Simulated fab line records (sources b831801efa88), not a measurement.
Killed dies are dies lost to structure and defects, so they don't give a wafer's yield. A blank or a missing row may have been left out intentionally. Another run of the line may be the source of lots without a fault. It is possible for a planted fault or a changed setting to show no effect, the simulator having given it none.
What tool caused it? + flow sky130 + 39 wafers from 13 lots sampled at 3 of the route's 708 steps

## WHAT THE GAUGES READ, wafer by wafer
SKY_METAL5_RS_MEAS_05: the measuring method here is four-point-probe.
| lot  | measured     | on           | METAL5_ALCU_RS (ohm/sq) |
|------|--------------|--------------|-------------------------|
| L583 | day 42 16:46 | filmMetro-01 | 0.02703 0.02671 0.02701 |
| L584 | day 43 18:02 | filmMetro-01 | 0.02657 0.02686 0.02695 |
| L586 | day 43 19:14 | filmMetro-01 | 0.02718 0.02699 0.02703 |
| L587 | day 43 20:35 | filmMetro-04 | 0.02751 0.02707 0.02738 |
| L588 | day 44 08:17 | filmMetro-02 | 0.02727 0.02753 0.02783 |
| L589 | day 44 17:32 | filmMetro-01 | 0.02709 0.02752 0.02733 |
| L592 | day 45 13:47 | filmMetro-02 | 0.02746 0.0271 0.02727  |
| L594 | day 46 04:45 | filmMetro-01 | 0.02699 0.02683 0.02684 |
| L596 | day 46 13:27 | filmMetro-04 | 0.02679 0.02673 0.02656 |
| L600 | day 47 19:06 | filmMetro-02 | 0.02678 0.02649 0.02674 |
| L604 | day 48 04:33 | filmMetro-04 | 0.02689 0.02703 0.02703 |
| L603 | day 48 12:07 | filmMetro-01 | 0.02688 0.02711 0.02684 |
| L605 | day 48 17:38 | filmMetro-02 | 0.02731 0.02655 0.02702 |

## WHAT TOOL EACH LOT RAN ON (gives the tool, then ch and the chambers of the sampled wafers, and finally the start)
| lot  | SKY_FIELD_ISO_WET_ETCH_21     | SKY_METAL5_SPUTTER_00       |
|------|-------------------------------|-----------------------------|
| L583 | wetBench-03 ch 2, day 2 05:34 | pvdSputter-04, day 42 16:34 |
| L584 | wetBench-02 ch 2, day 2 09:04 | pvdSputter-02, day 43 17:52 |
| L586 | wetBench-04 ch 0, day 2 22:37 | pvdSputter-04, day 43 19:02 |
| L587 | wetBench-04 ch 3, day 3 01:56 | pvdSputter-02, day 43 20:25 |
| L588 | wetBench-03 ch 1, day 3 08:35 | pvdSputter-01, day 44 08:07 |
| L589 | wetBench-03 ch 2, day 3 18:51 | pvdSputter-04, day 44 17:22 |
| L592 | wetBench-03 ch 1, day 4 04:17 | pvdSputter-04, day 45 13:34 |
| L594 | wetBench-04 ch 1, day 4 14:59 | pvdSputter-04, day 46 04:32 |
| L596 | wetBench-04 ch 2, day 5 01:34 | pvdSputter-02, day 46 13:17 |
| L600 | wetBench-04 ch 3, day 5 22:43 | pvdSputter-04, day 47 18:56 |
| L604 | wetBench-03 ch 1, day 6 21:05 | pvdSputter-02, day 48 04:23 |
| L603 | wetBench-04 ch 3, day 6 21:26 | pvdSputter-04, day 48 11:56 |
| L605 | wetBench-04 ch 3, day 7 04:08 | pvdSputter-01, day 48 17:26 |
- SKY_FIELD_ISO_WET_ETCH_21: etches SiO2 in dHF, target depth 20 nm, time 400 s.
- SKY_METAL5_SPUTTER_00: material Ti, target thk 15 nm, time 10 s.

## WHAT THE TOOLS THEMSELVES READ (means of the sampled wafers that have a number; where no wafer has one, the mark that the record gives instead)
SKY_METAL5_SPUTTER_00.
| lot  | tool          | throttleValvePct (%) |
|------|---------------|----------------------|
| L583 | pvdSputter-04 | 29.6                 |
| L584 | pvdSputter-02 | 31.3                 |
| L586 | pvdSputter-04 | 30.1                 |
| L587 | pvdSputter-02 | 30.7                 |
| L588 | pvdSputter-01 | 30.1                 |
| L589 | pvdSputter-04 | 30.6                 |
| L592 | pvdSputter-04 | 30.6                 |
| L594 | pvdSputter-04 | 30.4                 |
| L596 | pvdSputter-02 | 30.8                 |
| L600 | pvdSputter-04 | 30.6                 |
| L604 | pvdSputter-02 | 31.2                 |
| L603 | pvdSputter-04 | 30.8                 |
| L605 | pvdSputter-01 | 30.3                 |

## THE ANSWER, worked out from the rows above alone
Rule: usual is defined by the lots themselves. Put in order of their means at a reading, lots are off if they are a third of the lots or fewer, leave a main group of 4 or more, and stand apart from it by a gap of 3 or more times the standard deviation of the main group's means; of several such gaps the widest counts. A main group is skipped when, at the precision printed for the reading in the tables above, its means are all equal. A lot without any number at a reading at which 4 lots or more have one is off too. Any other lot the step has rows for is counted as sound. Order of review: gauges by route order, followed by the tools' own readings, for which a lot's mean as printed above is used. The first step at which some lot is off is used, and at that step the reading that is off furthest; a lot without a number counts as furthest.
None of the lots is off at any reading shown; this tells nothing.

## WHAT WAS PUT IN BY THE SIMULATOR
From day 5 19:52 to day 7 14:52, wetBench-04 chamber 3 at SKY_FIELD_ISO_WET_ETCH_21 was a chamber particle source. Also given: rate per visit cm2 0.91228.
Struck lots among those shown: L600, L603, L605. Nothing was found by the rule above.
